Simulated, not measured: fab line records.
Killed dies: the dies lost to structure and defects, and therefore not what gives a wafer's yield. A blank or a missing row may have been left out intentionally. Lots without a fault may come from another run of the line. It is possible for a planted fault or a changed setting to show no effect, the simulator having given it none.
Code-filled problem report in 8D (eight disciplines) form | flow gf180mcu | the parts of the form that need people (team, actions taken, sign-off) are left out

== 1. THE ISSUE ==
GF_LVPWELL_STRIP_10, strip time to endpoint s: mean 23.72 s over 1 wafer from 1 lot; wafers with no fault: 36.94 s, standard deviation 0.11. So: -99 or more standard deviations from the usual mean.
The step: strips in O2/N2.
The first sign was on wafer L665.4 at day 8 08:35, on plasma asher-01. The record has a number at this step for 39 wafers belonging to 13 lots. Rule for "out" (also "out of limits"): further than 4 standard deviations from the usual mean. Any other wafer with a number is counted as sound.

== 2. WHAT IT IS, WHAT IT ISN'T ==
question                    | is                       | is not
which readings at this step | strip time to endpoint s | drypump motor current A, heater power w, oes product au
which lots                  | L665                     | L646, L647, L648, L649, L650, L651, L652, L653, L657, L667, L668, L669
which wafers of those lots  | L665.4                   | L665.1, L665.2
read on which tools         | plasma asher-01          | plasma asher-02, plasma asher-04
when                        | from day 8 08:35         | up to then (29 sound wafers); but 9 sound wafers of L667, L668, L669 came after

== 3. SUSPECTS, AND WHAT RULES EACH OUT ==
Counting: any tool at a process step up to the reading remains a suspect provided it ran every lot that is out. Sound lots after the first of them don't rule it out here, since some wafers of a struck lot are sound.
- litho track-04 at GF_LVPWELL_COAT_02 (resist thk 3000 nm): kept. L665, the lot that is out, went through it at day 7 23:49; up to then, the latest sound lot through it was L652 at day 5 10:29.
- plasma asher-01 at GF_LVPWELL_STRIP_10 (strips in O2/N2): kept. L665, the lot that is out, went through it at day 8 08:35; up to then, the latest sound lot through it was L657 at day 6 14:05. Its own strip time to endpoint s readings are out on those wafers.
Remaining after the count are litho track-04 at GF_LVPWELL_COAT_02 and plasma asher-01 at GF_LVPWELL_STRIP_10.

== 4. THE CAUSE (what the simulator had put in) ==
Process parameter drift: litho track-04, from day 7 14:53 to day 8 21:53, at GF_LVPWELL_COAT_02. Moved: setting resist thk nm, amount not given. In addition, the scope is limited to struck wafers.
After counting, 2 suspects remain, this tool included.

== 5. SEQUENCE OF EFFECTS, ordered by route ==
Each row: a reading whose mean over the struck wafers that have a number lies more than 3 standard deviations from the usual. Only readings whose record carries a usual standard deviation are examined. hours: median over the lots of the time between each lot's start at the first step of this table that gives one and its start at this step. sigmas: the change, counted in usual standard deviations.
hours | step                | reading                  | usual   | on struck wafers | change | sigmas
0     | GF_LVPWELL_STRIP_10 | strip time to endpoint s | 36.94 s | 23.72            | -13.22 | -99 or more
It contains these process steps:
- GF_LVPWELL_STRIP_10: strips in O2/N2.
Later measuring or inspecting steps at which every struck wafer that the step has a row for has a number for every such reading, and none has moved that far: GF_CONTACT_CD_MEAS_14.

== 6. HOW IT WOULD HAVE BEEN CAUGHT EARLIER ==
18 hours passed between the start of the fault at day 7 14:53 and the first reading out of limits in this record, taken at day 8 08:35.
Each of the lots that are out, 1 in all, had begun GF_LVPWELL_COAT_02 on litho track-04 no later than day 8 08:35. A hold on the tool at that time would have spared none of them.
